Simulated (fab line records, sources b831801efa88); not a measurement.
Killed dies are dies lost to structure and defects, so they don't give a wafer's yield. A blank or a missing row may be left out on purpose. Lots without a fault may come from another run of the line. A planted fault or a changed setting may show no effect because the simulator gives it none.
fab line records | flow sky130
record lots=10 wafers=30 last_day=50
route steps=708 shown METAL4@600 VIA4@657 METAL5@676 PAD_OPEN@708
lots that met no fault: from a run of the same line without faults
start_h: hours from the record's first day to the start of the lot's first wafer shown | wait_h: hours since the lot's step before | " the same as in the row above | L1.1+2: a row that stands for several wafers | - no value, or no start given | * or withheld: withheld | < > ~ a bound
route shown NAME@n: a module of which the file shows steps, and the number in the route of the first | usual: mean/standard deviation of fault-free wafers | same: alike in all rows | chamber/n: place in a boat | sites: the reading at each site | _std_site: their standard deviation | _edge_site: outer sites' mean less inner sites' | radius_mm: how far each site lies from the wafer's centre | mask NAME#n: copy n | behind: the tool/chamber that last shaped the wafer | hold: why the lot was held/for how many hours/how that ended | device: the transistor (n, p or np) that didn't switch | end of line: the same wafers' tests at the end of the route | a step without rows: its recipe alone | killed: dies lost to structure and defects at the first sort, not the wafer's yield | map: a wafer's dies, x killed, . not, _ none there
set.NAME: the setting as run; set.NAME@STEP: as run at that earlier step | model.NAME: the simulator's own value behind a step, which no gauge read
steps of the route over a sample of lots; a table a step, a row a wafer
services: from which hour (start_h, from the record's first day; less than 0 if before it) a tool's chamber was out of use, for how many hours, and why
## steps
# step SKY_METAL4_SPUTTER_02
# recipe material=AlCu target_thk_nm=735 power_w=10600 time_s=39.1 chamber_pressure_pa=0.4
# usual throttle_valve_pct=30.0/0.64
# columns lot.wafer tool chamber start_h wait_h throttle_valve_pct
L359.1 pvd_sputter-02 - 959.71 0.0 30.4
L359.3 " - " " 29.4
L359.4 " - " " 30.6
L360.3 pvd_sputter-02 - 962.75 0.0 29.9
L360.5 " - " " 30.4
L360.6 " - " " 30.2
L361.2 pvd_sputter-04 - 971.30 0.0 29.3
L361.3 " - " " 29.8
L361.5 " - " " 28.9
L363.2 pvd_sputter-03 - 980.25 0.0 30.7
L363.3 " - " " 29.7
L363.5 " - " " 29.4
L362.1 pvd_sputter-02 - 982.65 0.0 30.2
L362.4 " - " " 29.3
L362.6 " - " " 30.0
L364.2 pvd_sputter-02 - 992.95 0.0 29.3
L364.3 " - " " 30.4
L364.6 " - " " 30.5
L366.2 pvd_sputter-04 - 1008.76 0.0 29.5
L366.3 " - " " 29.2
L366.5 " - " " 29.1
L368.1 pvd_sputter-04 - 1014.00 0.0 31.2
L368.2 " - " " 29.0
L368.5 " - " " 31.0
L375.3 pvd_sputter-04 - 1066.64 0.0 29.6
L375.4 " - " " 29.0
L375.6 " - " " 29.9
L377.2 pvd_sputter-04 - 1080.70 0.0 31.3
L377.4 " - " " 29.1
L377.5 " - " " 29.0
# step SKY_METAL4_STRIP_19
# recipe chemistry=O2/N2 power_w=1400 pressure_mtorr=1500 platen_temp_c=withheld o2_flow_sccm=3000 n2_flow_sccm=300 overash_fraction=0.5
# usual drypump_motor_current_A=5.54/0.23 oes_product_au=0.499/0.0071 strip_time_to_endpoint_s=6.48/0.14
# columns lot.wafer tool chamber start_h wait_h drypump_motor_current_A oes_product_au rf_hours_counter_h strip_time_to_endpoint_s
L359.1 plasma_asher-03 1 1008.74 0.1 5.94 0.487 122 6.29
L359.3 " 1 " " 5.95 0.491 - 6.18
L359.4 " 0 " " 5.40 0.498 - 6.49
L360.3 plasma_asher-04 0 1011.40 0.1 5.71 0.500 - 6.47
L360.5 " 0 " " 5.71 0.502 - 6.60
L360.6 " 1 " " 5.42 0.501 - 6.49
L361.2 plasma_asher-01 1 1018.84 0.1 5.22 0.497 60 6.57
L361.3 " 1 " " 5.23 0.501 - 6.54
L361.5 " 0 " " 5.48 0.499 - 6.28
L363.2 plasma_asher-03 0 1027.42 0.1 5.45 0.495 124 6.38
L363.3 " 1 " " 5.94 0.484 - 6.32
L363.5 " 1 " " 5.95 0.506 - 6.60
L362.1 plasma_asher-01 1 1029.72 0.1 5.23 0.494 61 6.29
L362.4 " 1 " " 5.22 0.484 - 6.30
L362.6 " 0 " " 5.47 0.487 - 6.29
L364.2 plasma_asher-04 1 1039.48 0.1 5.40 0.498 29 6.60
L364.3 " 1 " " 5.39 0.502 - 6.65
L364.6 " 0 " " 5.69 0.496 - 6.55
L366.2 plasma_asher-01 0 1054.70 0.2 5.47 0.508 63 6.64
L366.3 " 1 " " 5.24 0.508 - 6.61
L366.5 " 1 " " 5.26 0.500 - 6.53
L368.1 plasma_asher-04 0 1060.93 0.2 5.67 0.511 32 6.73
L368.2 " 1 " " 5.43 0.503 32 6.63
L368.5 " 1 " " 5.38 0.509 - 6.72
L375.3 plasma_asher-04 1 1108.72 0.1 5.42 0.504 - 6.61
L375.4 " 0 " " 5.71 0.498 - 6.17
L375.6 " 0 " " 5.69 0.515 - 6.62
L377.2 plasma_asher-01 1 1121.98 0.1 5.25 0.494 70 6.33
L377.4 " 1 " " 5.22 0.505 - 6.61
L377.5 " 0 " " 5.47 0.495 - 6.34
# step SKY_VIA4_CVD_18
# recipe material=W target_thk_nm=505 time_s=152.14 temp_c=400 pressure_torr=40
# usual heater_power_w=887/120
# columns lot.wafer tool chamber start_h wait_h heater_power_w
L359.1 cvd_w-01 0 1033.98 0.0 747
L359.3 " 0 " " 749
L359.4 " 1 " " 863
L360.3 cvd_w-01 1 1035.58 0.1 885
L360.5 " 0 " " 734
L360.6 " 1 " " 883
L361.2 cvd_w-02 1 1043.25 0.0 903
L361.3 " 0 " " 1071
L361.5 " 1 " " 896
L363.2 cvd_w-02 0 1051.22 0.0 1084
L363.3 " 1 " " 886
L363.5 " 0 " " 1076
L362.1 cvd_w-01 1 1053.92 0.0 858
L362.4 " 0 " " 745
L362.6 " 1 " " 868
L364.2 cvd_w-01 0 1063.08 0.0 733
L364.3 " 1 " " 858
L364.6 " 1 " " 885
L366.2 cvd_w-02 0 1077.57 0.0 1080
L366.3 " 0 " " 1112
L366.5 " 0 " " 1087
L368.1 cvd_w-01 1 1084.23 0.0 865
L368.2 " 0 " " 740
L368.5 " 1 " " 861
L375.3 cvd_w-01 1 1129.85 0.1 889
L375.4 " 0 " " 745
L375.6 " 1 " " 878
L377.2 cvd_w-01 1 1142.47 0.0 869
L377.4 " 1 " " 883
L377.5 " 0 " " 742
# step SKY_METAL5_METAL_ETCH_15
# recipe target_depth_a=12600 stop_on=SiO2 over_etch_frac=0.2 time_s=252 chemistry=Cl2/BCl3 resist_sidewall_deg=86 pressure_mtorr=10 icp_w=900 bias_w=48.5 Cl2_flow_sccm=60 bcl3_flow_sccm=30
# usual drypump_motor_current_A=5.8/0.35 oes_product_au=0.895/0.0049 rf_fwd_power_W=897.8/2.8 throttle_valve_pct=22.264/0.0089
# columns lot.wafer tool chamber start_h wait_h drypump_motor_current_A oes_product_au rf_fwd_power_W rf_hours_counter_h throttle_valve_pct
L359.1 rie_metal-01 0 1056.84 0.0 5.4 0.909 895.9 8 22.256
L359.3 " 0 " " 5.4 0.897 896.3 - 22.262
L359.4 " 1 " " 6.0 0.893 900.0 - 22.270
L360.3 rie_metal-02 0 1058.85 0.1 6.3 0.904 895.6 - 22.263
L360.5 " 1 " " 5.7 0.892 894.9 - 22.275
L360.6 " 0 " " 6.3 0.892 895.2 - 22.256
L361.2 rie_metal-01 1 1065.67 0.0 6.0 0.892 894.4 19 22.244
L361.3 " 0 " " 5.4 0.892 896.6 - 22.267
L361.5 " 1 " " 6.0 0.893 895.7 - 22.261
L363.2 rie_metal-03 0 1073.88 0.0 6.0 0.895 894.0 23 22.272
L363.3 " 1 " " 5.3 0.894 893.5 - 22.278
L363.5 " 0 " " 6.0 0.895 894.7 - 22.279
L362.1 rie_metal-01 1 1076.13 0.0 6.0 0.889 895.5 19 22.256
L362.4 " 1 " " 6.0 0.898 901.5 - 22.271
L362.6 " 0 " " 5.3 0.905 893.0 - 22.261
L364.2 rie_metal-02 0 1085.29 0.0 6.3 0.891 897.6 19 22.270
L364.3 " 1 " " 5.8 0.895 902.0 - 22.264
L364.6 " 0 " " 6.3 0.897 898.3 - 22.267
L366.2 rie_metal-02 0 1099.33 0.0 6.3 0.890 896.2 20 22.251
L366.3 " 0 " " 6.3 0.893 902.0 - 22.253
L366.5 " 1 " " 5.7 0.900 899.4 - 22.246
L368.1 rie_metal-02 0 1105.09 0.0 6.3 0.897 900.3 21 22.270
L368.2 " 1 " " 5.7 0.889 895.4 16 22.275
L368.5 " 1 " " 5.7 0.901 895.9 - 22.281
L375.3 rie_metal-01 1 1149.35 0.1 6.0 0.740 894.1 - 22.264
L375.4 " 0 " " 5.3 0.902 894.0 - 22.270
L375.6 " 0 " " 5.3 0.899 889.5 - 22.271
L377.2 rie_metal-02 1 1161.39 0.0 5.8 0.892 900.5 20 22.257
L377.4 " 0 " " 6.3 0.890 899.9 - 22.265
L377.5 " 0 " " 6.3 0.899 900.2 - 22.276
# step SKY_METAL5_STRIP_16
# recipe chemistry=O2/N2 power_w=1400 pressure_mtorr=1500 platen_temp_c=withheld o2_flow_sccm=3000 n2_flow_sccm=300 overash_fraction=0.5
# usual drypump_motor_current_A=5.49/0.18 oes_product_au=0.710/0.0045 strip_time_to_endpoint_s=12.99/0.27
# columns lot.wafer tool chamber start_h wait_h drypump_motor_current_A oes_product_au rf_hours_counter_h strip_time_to_endpoint_s
L359.1 plasma_asher-02 0 1057.07 0.2 5.44 0.710 90 13.19
L359.3 " 1 " " 5.52 0.713 - 13.20
L359.4 " 0 " " 5.48 0.710 - 13.24
L360.3 plasma_asher-02 1 1059.04 0.1 5.50 0.716 - 13.18
L360.5 " 1 " " 5.51 0.715 - 12.57
L360.6 " 0 " " 5.45 0.705 - 13.21
L361.2 plasma_asher-01 0 1065.90 0.2 5.47 0.714 65 13.14
L361.3 " 0 " " 5.45 0.711 - 13.08
L361.5 " 1 " " 5.23 0.704 - 13.13
L363.2 plasma_asher-02 0 1074.11 0.2 5.48 0.712 92 12.79
L363.3 " 1 " " 5.51 0.719 - 13.21
L363.5 " 1 " " 5.57 0.709 - 12.78
L362.1 plasma_asher-01 0 1076.36 0.2 5.48 0.712 66 13.19
L362.4 " 1 " " 5.22 0.717 - 13.08
L362.6 " 1 " " 5.25 0.705 - 13.09
L364.2 plasma_asher-01 1 1085.52 0.2 5.23 0.711 67 13.03
L364.3 " 0 " " 5.48 0.712 - 12.62
L364.6 " 0 " " 5.46 0.714 - 12.95
L366.2 plasma_asher-02 1 1099.56 0.2 5.49 0.707 94 13.11
L366.3 " 0 " " 5.48 0.716 - 13.02
L366.5 " 0 " " 5.50 0.712 - 12.53
L368.1 plasma_asher-01 0 1105.32 0.2 5.47 0.703 68 12.90
L368.2 " 1 " " 5.21 0.714 68 12.46
L368.5 " 0 " " 5.48 0.711 - 12.52
L375.3 plasma_asher-02 1 1149.54 0.1 5.51 0.701 - 16.63
L375.4 " 0 " " 5.47 0.713 - 13.15
L375.6 " 0 " " 5.50 0.705 - 13.10
L377.2 plasma_asher-01 0 1161.62 0.2 5.47 0.709 73 12.48
L377.4 " 0 " " 5.46 0.706 - 13.02
L377.5 " 0 " " 5.46 0.707 - 13.09
# step SKY_PAD_OPEN_PROBE_99
# usual defect_limited_yield=82.6/1.8 killed_at_M0_to_M3=44/6.9 killed_at_M4_up=3.2/1.8 killed_at_contacts=23/5.2 killed_at_front_end=15/4.5 killed_at_other=0.3/0.56 killed_dies=85/8.8 killed_on_rim=17/3.5 killed_open=47/6.7 killed_short=39/6.4 sort_bin_3_pad_short=0.8/0.4 sort_bin_5_function=10.2/1.3 sort_bin_6_memory=6.4/1.1 sort_n_pass=407/8.8 sort_yield_pct=82.6/1.8
# same gross_dies=492 killed_at_back_side=0 sort_bin_4_leakage[%]=0 sort_bin_8_speed[%]=0
# columns lot.wafer tool chamber start_h wait_h defect_limited_yield[%] killed_at_M0_to_M3 killed_at_M4_up killed_at_contacts killed_at_front_end killed_at_other killed_dies killed_on_rim killed_open killed_short sort_bin_3_pad_short[%] sort_bin_5_function[%] sort_bin_6_memory[%] sort_n_pass sort_yield_pct[%]
L366.2 prober-01 - 1140.58 0.1 81.9 50 3 22 14 0 89 18 50 39 0.6 10.2 7.3 403 81.9
L366.3 prober-01 - 1140.63 0.2 81.9 45 6 23 15 0 89 15 57 32 1.0 10.8 6.3 403 81.9
L366.5 prober-01 - 1140.73 0.2 80.9 41 3 25 25 0 94 15 44 50 0.4 13.2 5.5 398 80.9
L368.1 prober-02 - 1147.33 0.1 80.1 50 4 24 19 1 98 21 50 48 0.8 12.8 6.3 394 80.1
L368.2 prober-02 - 1147.38 0.1 82.7 46 6 18 13 2 85 19 47 38 0.4 10.6 6.3 407 82.7
L368.5 prober-02 - 1147.53 0.2 83.1 41 6 23 13 0 83 19 53 30 0.8 10.2 5.9 409 83.1
L375.3 prober-01 - 1185.93 0.2 0 48 396 29 19 0 492 96 58 41 1.0 91.1 7.9 0 0
L375.4 prober-01 - 1185.98 0.2 80.7 48 2 25 19 1 95 17 49 46 0.4 10.8 8.1 397 80.7
L375.6 prober-01 - 1186.08 0.2 80.7 45 7 27 16 0 95 17 55 40 1.2 11.0 7.1 397 80.7
# killed by level:class
L366.2 CONTACT:geometric_particle:open=13 VIA1:geometric_particle:open=10 METAL1:geometric_particle:short=7 VIA1:geometric_particle:short=7 VIA3:geometric_particle:open=7 METAL2:geometric_particle:short=6 POLY_GATE:geometric_particle:open=5 FIELD_ISO:geometric_particle:open=4
L366.3 VIA2:geometric_particle:open=13 LI_CONTACT:geometric_particle:open=9 CONTACT:geometric_particle:open=8 VIA3:geometric_particle:open=8 VIA1:geometric_particle:open=6 FIELD_ISO:geometric_particle:open=5 VIA1:geometric_particle:short=4 METAL2:geometric_particle:short=4
L366.5 VIA1:geometric_particle:open=9 FIELD_ISO:geometric_particle:short=8 CONTACT:geometric_particle:open=8 VIA2:geometric_particle:short=8 LI_CONTACT:geometric_particle:open=7 METAL2:geometric_particle:short=7 VIA3:geometric_particle:open=5 POLY_GATE:geometric_particle:short=5
L368.1 CONTACT:geometric_particle:open=9 VIA1:geometric_particle:open=7 VIA3:geometric_particle:open=7 VIA2:geometric_particle:open=6 METAL2:geometric_particle:short=6 METAL1:geometric_particle:short=6 METAL3:geometric_particle:short=6 FIELD_ISO:geometric_particle:open=5
L368.2 VIA3:geometric_particle:open=11 VIA1:geometric_particle:open=8 LI_CONTACT:geometric_particle:open=6 VIA2:geometric_particle:open=6 METAL4:geometric_particle:short=5 FIELD_ISO:geometric_particle:short=4 POLY_GATE:geometric_particle:short=4 CONTACT:geometric_particle:open=4
L368.5 VIA2:geometric_particle:open=10 VIA3:geometric_particle:open=8 VIA1:geometric_particle:open=8 CONTACT:geometric_particle:short=7 CONTACT:geometric_particle:open=7 FIELD_ISO:geometric_particle:open=5 FIELD_ISO:geometric_particle:short=4 LOCAL_INTERCONNECT:geometric_particle:short=3
L375.3 METAL5:area_etch=393 CONTACT:geometric_particle:open=13 VIA2:geometric_particle:open=9 POLY_GATE:geometric_particle:open=7 LOCAL_INTERCONNECT:geometric_particle:short=7 VIA3:geometric_particle:open=7 METAL3:geometric_particle:short=7 VIA1:geometric_particle:open=6
L375.4 VIA2:geometric_particle:open=10 VIA1:geometric_particle:open=7 METAL1:geometric_particle:short=7 VIA3:geometric_particle:open=7 LI_CONTACT:geometric_particle:open=6 CONTACT:geometric_particle:open=6 FIELD_ISO:geometric_particle:short=5 POLY_GATE:geometric_particle:open=5
L375.6 VIA2:geometric_particle:open=13 VIA1:geometric_particle:open=12 CONTACT:geometric_particle:open=9 LOCAL_INTERCONNECT:geometric_particle:short=8 CONTACT:geometric_particle:short=6 VIA3:geometric_particle:open=6 FIELD_ISO:geometric_particle:open=4 FIELD_ISO:geometric_particle:short=4
## services
# columns tool chamber start_h hours kind
rie_metal-02 - 978.75 0.7 repair
pvd_sputter-04 - 980.05 17.3 repair
plasma_asher-03 - 990.02 1.0 repair
plasma_asher-02 - 1002.51 3.8 repair
plasma_asher-03 - 1017.80 1.0 repair
cvd_w-01 - 1040.17 6.9 pm
plasma_asher-03 - 1055.25 9.0 pm
plasma_asher-03 0 1055.25 9.0 vent_cycle
plasma_asher-01 - 1058.63 2.8 pm
cvd_w-02 - 1065.89 0.6 repair
cvd_w-01 0 1074.80 3.7 repair
rie_metal-01 0 1083.61 14.5 repair
cvd_w-02 1 1084.63 6.6 repair
pvd_sputter-04 - 1086.86 5.1 repair
rie_metal-03 0 1087.52 16.6 repair
plasma_asher-01 - 1108.66 0.7 repair
plasma_asher-01 - 1111.93 3.3 repair
rie_metal-02 1 1113.41 20.3 repair
pvd_sputter-04 - 1118.34 0.7 repair
rie_metal-01 1 1123.34 4.0 repair
pvd_sputter-02 - 1131.65 2.2 repair
plasma_asher-01 - 1136.44 8.2 repair
rie_metal-03 1 1137.37 14.2 repair
pvd_sputter-02 - 1146.60 2.0 repair
## key
first_sign step=SKY_METAL5_METAL_ETCH_15 reading=oes_product_au direction=down sigmas=32 usual=0.895 struck=0.740
effect step=SKY_METAL5_STRIP_16 reading=strip_time_to_endpoint_s direction=up sigmas=14 usual=* struck=*
effect step=SKY_PAD_OPEN_PROBE_99 reading=killed_at_M4_up direction=up sigmas=99+ usual=3.2 struck=396
more_kills_born_at SKY_METAL5_METAL_ETCH_15@rie_metal-01=393
met_at SKY_METAL5_METAL_ETCH_15
struck_lots L375
struck_wafers L375.3
later_rows_left_out L375.3
not_acting_at SKY_METAL4_SPUTTER_02,SKY_METAL4_STRIP_19,SKY_VIA4_CVD_18
onset_between 1076.13 1149.35
fault kind=process_parameter_drift tool=rie_metal-01 chamber=- onset_h=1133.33 steps=SKY_METAL5_METAL_ETCH_15 channel=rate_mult offset=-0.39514 shape=step end_h=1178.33 scope=struck_wafers_only
# later_rows_left_out: the simulator's readings of these wafers behind a module that went badly wrong aren't trusted and aren't shown, but for the sort
